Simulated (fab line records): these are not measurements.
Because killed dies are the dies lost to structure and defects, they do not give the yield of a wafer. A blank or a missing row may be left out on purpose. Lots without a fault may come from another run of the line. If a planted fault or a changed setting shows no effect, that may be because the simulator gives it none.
fab line records	flow gf180mcu
record: lots: 15	wafers: 45	last-day: 34
route steps=602 shown V2@400 M3@409 V3@446
lots with no fault: from the same line, run without faults
start-h: hours from the record's first day to the start of the lot's first wafer shown	wait-h: hours since the lot's step before	" the same as in the row above	L1.1+2: a single row standing in for several wafers	- either no value or no given start	* or withheld: withheld	< > ~ a bound
route shown NAME@n: a module of which the file shows steps, and the number in the route of the first	usual: mean/standard deviation taken from wafers without a fault	same: alike in all rows	chamber/n: place in a boat	sites: readings site by site	_std_site: the standard deviation of these	_edge_site: mean of outer sites minus mean of inner sites	radius-mm: how far each site lies from the wafer's centre	mask NAME#n: copy n	behind: the most recent tool/chamber to have shaped the wafer	hold: the reason the lot was held/the length of the hold in hours/how it ended	device: whichever transistor did not switch (one of n, p or np)	end of line: tests run on the same wafers once the route is complete	a step with no rows: only its recipe	killed: at the first sort, the dies lost to defects and structure; wafer yield is something else	map: a wafer's dies, marking killed ones x, the rest . and places with no die _
set.NAME: the setting as run; set.NAME@STEP: as run at that earlier step	model.NAME: the simulator's own value behind a step, which no gauge read
a sample of lots followed through the steps of the route, with each step as a table and each wafer as a row
services: a tool's chamber out of use, with start hour (start-h, from the record's first day; less than 0 if before it), hours out, and reason
== steps ==
step: GF_V2_STRIP_18
recipe: chemistry: O2/N2	power-w: 1400	pressure-mtorr: 1500	platen-temp-c: 250	o2-flow-sccm: 3000	n2-flow-sccm: 300	overash-fraction: 0.5
usual: chamber-pressure-mTorr: 1500.1/1.3	drypump-motor-current-A: 6.1/0.43	heater-power-w: 332/30	oes-product-au: 0.593/0.0049
lot.wafer	tool	chamber	start-h	wait-h	chamber-pressure-mTorr	drypump-motor-current-A	heater-power-w	oes-product-au	rf-hours-counter-h
L897.1	plasma-asher-04	0	467.59	-	1500.4	5.6	290	0.597	83
L897.3	"	1	"	"	1499.5	5.5	338	0.599	-
L897.6	"	1	"	"	1500.7	5.5	336	0.587	-
L898.1	plasma-asher-01	1	483.15	-	1499.7	6.5	352	0.596	37
L898.2	"	0	"	"	1500.0	6.6	365	0.594	37
L898.4	"	0	"	"	1499.6	6.6	360	0.598	-
L899.1	plasma-asher-01	1	483.54	-	1499.3	6.5	342	0.594	37
L899.2	"	0	"	"	1497.8	6.6	368	0.596	37
L899.3	"	1	"	"	1499.2	6.5	346	0.596	-
L900.4	plasma-asher-04	0	503.05	-	1503.6	5.6	283	0.594	-
L900.5	"	0	"	"	1498.5	5.6	289	0.605	-
L900.6	"	1	"	"	1502.0	5.6	340	0.595	-
L905.3	plasma-asher-01	1	530.83	-	1499.3	6.5	344	0.591	-
L905.4	"	0	"	"	1500.7	6.6	364	0.593	-
L905.5	"	0	"	"	1502.3	6.6	366	0.590	-
L906.1	plasma-asher-01	0	543.29	-	1501.7	6.6	363	0.584	44
L906.2	"	1	"	"	1499.0	6.5	358	0.600	44
L906.6	"	0	"	"	1499.8	6.6	369	0.594	-
L907.1	plasma-asher-01	1	551.99	-	1501.3	6.5	353	0.592	45
L907.2	"	0	"	"	1498.8	6.6	366	0.592	45
L907.4	"	1	"	"	1499.1	6.5	345	0.594	-
L908.2	plasma-asher-02	0	560.74	-	1498.6	6.0	300	0.597	80
L908.3	"	1	"	"	1500.1	6.1	349	0.593	-
L908.5	"	0	"	"	1500.2	6.0	304	0.590	-
L912.2	plasma-asher-01	0	594.01	-	1499.1	6.6	371	0.586	49
L912.3	"	0	"	"	1500.3	6.6	364	0.588	-
L912.4	"	1	"	"	1501.8	6.5	344	0.595	-
L913.1	plasma-asher-02	0	598.44	-	1499.3	6.0	297	0.594	85
L913.2	"	1	"	"	1502.1	6.2	355	0.590	85
L913.3	"	1	"	"	1499.3	6.1	358	0.589	-
L914.2	plasma-asher-04	0	605.30	-	1501.0	5.6	282	0.586	98
L914.4	"	1	"	"	1499.8	5.6	336	0.590	-
L914.6	"	0	"	"	1501.9	5.6	289	0.599	-
L916.1	plasma-asher-02	0	621.79	-	1499.5	6.0	306	0.589	87
L916.2	"	1	"	"	1503.1	6.2	357	0.597	87
L916.3	"	1	"	"	1497.6	6.2	348	0.602	-
L917.1	plasma-asher-01	0	624.50	-	1499.2	6.6	369	0.593	53
L917.4	"	0	"	"	1499.3	6.6	352	0.589	-
L917.5	"	0	"	"	1501.0	6.6	368	0.594	-
L918.4	plasma-asher-01	1	630.68	-	1500.4	6.5	338	0.595	-
L918.5	"	0	"	"	1498.9	6.6	369	0.599	-
L918.6	"	1	"	"	1500.3	6.5	347	0.585	-
L920.1	plasma-asher-04	1	647.64	-	1499.9	5.6	332	0.589	103
L920.5	"	1	"	"	1500.3	5.6	330	0.591	-
L920.6	"	0	"	"	1499.5	5.6	294	0.583	-
step: GF_M3_SPUTTER_00
recipe: material: Ti	target-thk-nm: 37.5	arriving-ion-energy-ev: 80	substrate-temp-c: 200	chamber-pressure-pa: 2	power-w: 4000	time-s: 150
usual: cathode-dc-power-W: 4000.0/0.75	throttle-valve-pct: 29.8/0.83
lot.wafer	tool	chamber	start-h	wait-h	cathode-dc-power-W	throttle-valve-pct
L897.1	pvd-sputter-02	-	468.86	0.2	4001.1	30.2
L897.3	"	-	"	"	3999.6	30.2
L897.6	"	-	"	"	4000.8	30.4
L898.1	pvd-sputter-04	-	484.37	0.1	3999.3	28.7
L898.2	"	-	"	"	3999.7	29.3
L898.4	"	-	"	"	4000.2	30.9
L899.1	pvd-sputter-01	-	484.77	0.2	3999.7	29.2
L899.2	"	-	"	"	3999.1	31.0
L899.3	"	-	"	"	3998.9	31.0
L900.4	pvd-sputter-02	-	504.24	0.1	4000.3	28.5
L900.5	"	-	"	"	3999.4	29.7
L900.6	"	-	"	"	4000.9	29.0
L905.3	pvd-sputter-04	-	532.05	0.2	4001.4	31.1
L905.4	"	-	"	"	3999.0	28.8
L905.5	"	-	"	"	3999.9	29.2
L906.1	pvd-sputter-04	-	544.55	0.2	4000.9	31.1
L906.2	"	-	"	"	4000.0	28.9
L906.6	"	-	"	"	4001.7	29.1
L907.1	pvd-sputter-04	-	553.22	0.1	4001.0	31.1
L907.2	"	-	"	"	3999.1	29.4
L907.4	"	-	"	"	3999.0	29.3
L908.2	pvd-sputter-02	-	562.00	0.1	3999.8	29.1
L908.3	"	-	"	"	3999.8	30.3
L908.5	"	-	"	"	4000.0	30.0
L912.2	pvd-sputter-02	-	595.24	0.1	4000.9	28.8
L912.3	"	-	"	"	4000.8	30.2
L912.4	"	-	"	"	3998.6	30.4
L913.1	pvd-sputter-02	-	599.68	0.1	4000.3	28.8
L913.2	"	-	"	"	4000.4	30.1
L913.3	"	-	"	"	3998.8	30.6
L914.2	pvd-sputter-01	-	606.53	0.2	3999.5	29.3
L914.4	"	-	"	"	4000.0	31.4
L914.6	"	-	"	"	3999.0	28.9
L916.1	pvd-sputter-01	-	623.03	0.1	3999.8	31.2
L916.2	"	-	"	"	4000.0	29.2
L916.3	"	-	"	"	4000.3	29.2
L917.1	pvd-sputter-01	-	625.75	0.1	4000.1	29.0
L917.4	"	-	"	"	3999.8	29.1
L917.5	"	-	"	"	4000.6	30.7
L918.4	pvd-sputter-02	-	631.90	0.1	4001.1	30.4
L918.5	"	-	"	"	4000.4	30.0
L918.6	"	-	"	"	3999.3	28.8
L920.1	pvd-sputter-01	-	648.88	0.1	3999.3	30.7
L920.5	"	-	"	"	4000.7	29.2
L920.6	"	-	"	"	3999.4	30.6
step: GF_V3_ETCH_17
recipe: chemistry: C4F8/O2/Ar	mask-material: KrF	target: SiO2	stop-on: TiN	source-w: 1500	bias-w: 1200	pressure-mtorr: 40	c4f8-flow-sccm: withheld	O2_flow_sccm: 6	Ar_flow_sccm: 300	time-s: withheld	target-depth-a: 6350
usual: oes-product-au: 0.856/0.0042
lot.wafer	tool	chamber	start-h	wait-h	oes-product-au
L897.1	rie-diel-02	1	-	-	0.857
L897.3	"	3	"	"	0.862
L897.6	"	2	"	"	0.854
L898.1	rie-diel-03	0	-	-	0.859
L898.2	"	1	"	"	0.859
L898.4	"	2	"	"	0.855
L899.1	rie-diel-02	2	-	-	0.857
L899.2	"	1	"	"	0.855
L899.3	"	0	"	"	0.858
L900.4	rie-diel-04	0	-	-	0.860
L900.5	"	1	"	"	0.859
L900.6	"	3	"	"	0.862
L905.3	rie-diel-02	3	-	-	0.856
L905.4	"	0	"	"	0.861
L905.5	"	1	"	"	0.851
L906.1	rie-diel-04	2	-	-	0.847
L906.2	"	3	"	"	0.854
L906.6	"	3	"	"	0.855
L907.1	rie-diel-02	0	-	-	0.858
L907.2	"	1	"	"	0.860
L907.4	"	2	"	"	0.859
L908.2	rie-diel-02	0	-	-	0.858
L908.3	"	1	"	"	0.863
L908.5	"	1	"	"	0.853
L912.2	rie-diel-02	0	-	-	0.855
L912.3	"	3	"	"	0.858
L912.4	"	3	"	"	0.854
L913.1	rie-diel-03	0	-	-	0.855
L913.2	"	1	"	"	0.854
L913.3	"	3	"	"	0.858
L914.2	rie-diel-02	2	-	-	0.851
L914.4	"	0	"	"	0.848
L914.6	"	3	"	"	0.858
L916.1	rie-diel-04	2	-	-	0.853
L916.2	"	1	"	"	0.855
L916.3	"	0	"	"	0.849
L917.1	rie-diel-04	2	-	-	0.860
L917.4	"	3	"	"	0.855
L917.5	"	2	"	"	0.860
L918.4	rie-diel-03	3	-	-	0.852
L918.5	"	2	"	"	0.858
L918.6	"	1	"	"	0.849
L920.1	rie-diel-04	2	-	-	0.857
L920.5	"	1	"	"	0.858
L920.6	"	2	"	"	0.854
step: GF_V3_STRIP_19
recipe: chemistry: post-etch-residue-remover	time-s: 1200	temp-c: 72.5
usual: bath-guard-temp-C: 72.2/0.34	bath-heat-duty-pct: 15.1/1.5
lot.wafer	tool	chamber	start-h	wait-h	bath-guard-temp-C	bath-heat-duty-pct
L897.1	wet-bench-03	1	518.47	0.1	72.8	16.0
L897.3	"	1	"	"	72.2	16.5
L897.6	"	1	"	"	72.6	15.7
L898.1	wet-bench-02	3	533.02	0.1	71.7	11.9
L898.2	"	3	"	"	72.2	13.5
L898.4	"	3	"	"	72.6	12.4
L899.1	wet-bench-03	0	533.45	0.1	72.0	13.1
L899.2	"	0	"	"	72.1	12.7
L899.3	"	0	"	"	72.2	13.2
L900.4	wet-bench-01	3	552.05	0.0	72.2	17.8
L900.5	"	3	"	"	72.0	15.6
L900.6	"	3	"	"	72.2	19.0
L905.3	wet-bench-03	0	579.09	0.0	-	-
L905.4	"	0	"	"	-	-
L905.5	"	0	"	"	-	-
L906.1	wet-bench-02	2	590.21	0.1	-	-
L906.2	"	2	"	"	-	-
L906.6	"	2	"	"	-	-
L907.1	wet-bench-02	3	597.76	0.1	-	-
L907.2	"	3	"	"	-	-
L907.4	"	3	"	"	-	-
L908.2	wet-bench-03	3	606.81	0.1	72.1	14.5
L908.3	"	3	"	"	71.8	14.7
L908.5	"	3	"	"	72.3	14.5
L912.2	wet-bench-03	1	637.64	0.1	72.5	15.5
L912.3	"	1	"	"	72.7	15.1
L912.4	"	1	"	"	72.2	16.8
L913.1	wet-bench-01	0	642.69	0.1	72.1	16.9
L913.2	"	0	"	"	72.0	15.3
L913.3	"	0	"	"	71.7	16.8
L914.2	wet-bench-01	0	649.14	0.1	71.6	16.1
L914.4	"	0	"	"	71.6	16.9
L914.6	"	0	"	"	71.8	16.9
L916.1	wet-bench-02	2	665.70	0.1	72.9	14.9
L916.2	"	2	"	"	72.3	14.7
L916.3	"	2	"	"	72.8	15.0
L917.1	wet-bench-03	1	667.79	0.1	72.2	15.6
L917.4	"	1	"	"	72.6	16.2
L917.5	"	1	"	"	72.6	16.8
L918.4	wet-bench-03	1	673.99	0.0	72.3	14.5
L918.5	"	1	"	"	72.6	16.1
L918.6	"	1	"	"	72.6	16.7
L920.1	wet-bench-03	1	689.34	0.1	72.4	16.4
L920.5	"	1	"	"	72.5	16.4
L920.6	"	1	"	"	72.4	15.3
== services ==
tool	chamber	start-h	hours	kind
plasma-asher-02	-	480.21	5.7	repair
plasma-asher-02	-	487.18	1.8	repair
wet-bench-01	-	501.45	1.0	repair
pvd-sputter-01	-	516.80	0.6	repair
plasma-asher-02	-	524.30	7.0	repair
rie-diel-03	-	526.06	0.5	repair
rie-diel-04	2	547.64	-	clean
rie-diel-04	2	547.64	28.3	scheduled-down
rie-diel-04	2	547.64	28.3	vent-cycle
rie-diel-03	1	562.87	3.8	repair
rie-diel-03	3	564.96	4.6	repair
rie-diel-03	1	587.12	3.3	repair
plasma-asher-01	-	602.72	2.8	pm
rie-diel-02	-	610.03	0.8	repair
rie-diel-04	1	632.47	4.3	repair
rie-diel-02	2	636.63	7.1	repair
plasma-asher-02	-	647.63	0.7	repair
rie-diel-04	3	648.38	8.7	repair
rie-diel-02	-	657.86	0.3	repair
pvd-sputter-02	-	672.93	5.3	repair
== key ==
first-sign: step: GF_V3_STRIP_19	reading: tool-record	direction: missing
effect none on later readings
met-at GF_V3_STRIP_19
struck-lots L905,L906,L907
sort-left-out L905.3,L905.4,L905.5,L906.1,L906.2,L906.6,L907.1,L907.2,L907.4
not-acting-at GF_V2_STRIP_18,GF_M3_SPUTTER_00,GF_V3_ETCH_17
onset-between 533.45 579.09
fault: kind: skipped-step-whole	tool: wet-bench-02,wet-bench-03	chamber: -	onset-h: 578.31	steps: GF_V3_STRIP_19	scope: struck-lots-only
sort-left-out: the simulated sort isn't trusted on such a fault, so these wafers' sort isn't shown, and their yield isn't known
